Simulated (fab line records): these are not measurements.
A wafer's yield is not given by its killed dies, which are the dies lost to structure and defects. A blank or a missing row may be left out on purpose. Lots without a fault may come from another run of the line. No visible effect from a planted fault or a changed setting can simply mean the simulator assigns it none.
A single fault, viewed from 2 desks :: flow gf180mcu :: every desk sees just its own numbers, and what lay behind them comes last

== AT THE METROLOGY DESK ==
What the gauges read for every lot (on any tool): the sampled wafers with a number, averaged. Marked OUT: a lot whose mean sits more than 4 standard deviations from the usual mean, which makes it out of limits; the brackets give that distance.
Columns: A = HV_LDD_OVL at GF_HV_LDD_OVL_MEAS_08, usual -1.1 nm; B = HV_LDD_2_TW at GF_HV_LDD_TW_MEAS_23, usual 1056; C = cd nm at GF_HV_LDD_CD_MEAS_31, usual 400.5 nm; D = HV_LDD_02_OVL at GF_HV_LDD_OVL_MEAS_32, usual -0.1 nm
lot: L860
first seen here: day 10 04:59
A: 0.7
B: 1065
C: 398.3
D: 1.9

lot: L864
first seen here: day 11 05:26
A: 1.1
B: 1055
C: 397.2
D: 1.2

lot: L865
first seen here: day 11 13:14
A: -0.1
B: 1068
C: 402.1
D: 0.5

lot: L868
first seen here: day 12 15:31
A: 0.4
B: 1044
C: 400.8
D: 1.8

lot: L869
first seen here: day 12 21:44
A: -1.4
B: 1057
C: 400.7
D: -0.5

lot: L870
first seen here: day 13 00:05
A: -1.4
B: 1048
C: 398.3
D: 0.2

lot: L871
first seen here: day 13 09:55
A: -1.5
B: 1051
C: 401.5
D: -1.1

lot: L872
first seen here: day 13 19:40
A: 0.1
B: 1049
C: 404.2
D: 0.5

lot: L875
first seen here: day 14 16:47
A: -2.3
B: 1056
C: 402.6
D: 0.5

lot: L878
first seen here: day 15 13:14
A: -2.7
B: 1058
C: 401.3
D: 0.5

lot: L879
first seen here: day 15 19:00
A: -2.1
B: 944 (-16) OUT
C: 405.1
D: -1.9

lot: L880
first seen here: day 16 05:19
A: -1.7
B: 933 (-17) OUT
C: 402.8
D: -0.4

lot: L881
first seen here: day 16 11:19
A: -0.5
B: 1049
C: 398.1
D: -1.2

lot: L883
first seen here: day 17 00:50
A: -3.0
B: 1057
C: 400.6
D: 1.0
This desk's finding: out of limits on L879, L880; first on L879, day 16 17:07 (HV_LDD_2_TW at GF_HV_LDD_TW_MEAS_23). L860, L864, L865, L868, L869, L870, L871, L872, L875, L878, L881, L883: within limits.

== THE TOOL OWNER'S DESK: implanter-01 ==
The tool's own readings at GF_HV_LDD_IMPLANT_21, given as means over the sampled wafers that have a number, one for each lot that went through this tool. Marked OUT: a lot whose mean sits more than 4 standard deviations from the usual mean, which makes it out of limits; the brackets give that distance.
Columns: A = beam energy keV at GF_HV_LDD_IMPLANT_21, usual 25.001; B = beam on s at GF_HV_LDD_IMPLANT_21, usual 9.99 s
lot: L870
first seen here: day 13 20:53
A: 24.995
B: 9.97

lot: L875
first seen here: day 15 14:46
A: 25.000
B: 9.99

lot: L879
first seen here: day 16 16:52
A: 16.475 (-99 or more) OUT
B: 9.95

lot: L880
first seen here: day 17 04:01
A: 16.479 (-99 or more) OUT
B: 9.97
Finding of this desk: L879, L880 out of limits; the first was L879 at day 16 16:52, on beam energy keV at GF_HV_LDD_IMPLANT_21. L870, L875: within limits.

== TAKEN TOGETHER ==
The tool owner's desk could have raised an alarm at day 16 16:52, on L879, L880.
The metrology desk could have raised an alarm at day 16 17:07, on L879, L880.
Every lot named ran GF_HV_LDD_IMPLANT_21 on implanter-01.

== WHAT HAD BEEN PUT IN BY THE SIMULATOR ==
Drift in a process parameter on implanter-01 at GF_HV_LDD_IMPLANT_21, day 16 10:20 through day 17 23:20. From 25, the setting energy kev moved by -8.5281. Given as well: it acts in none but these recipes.
Shown lots that were struck: L879, L880.
Counting hours from when the fault started, the first reading out of limits came at 7 for the tool owner's desk and at 7 for the metrology desk.
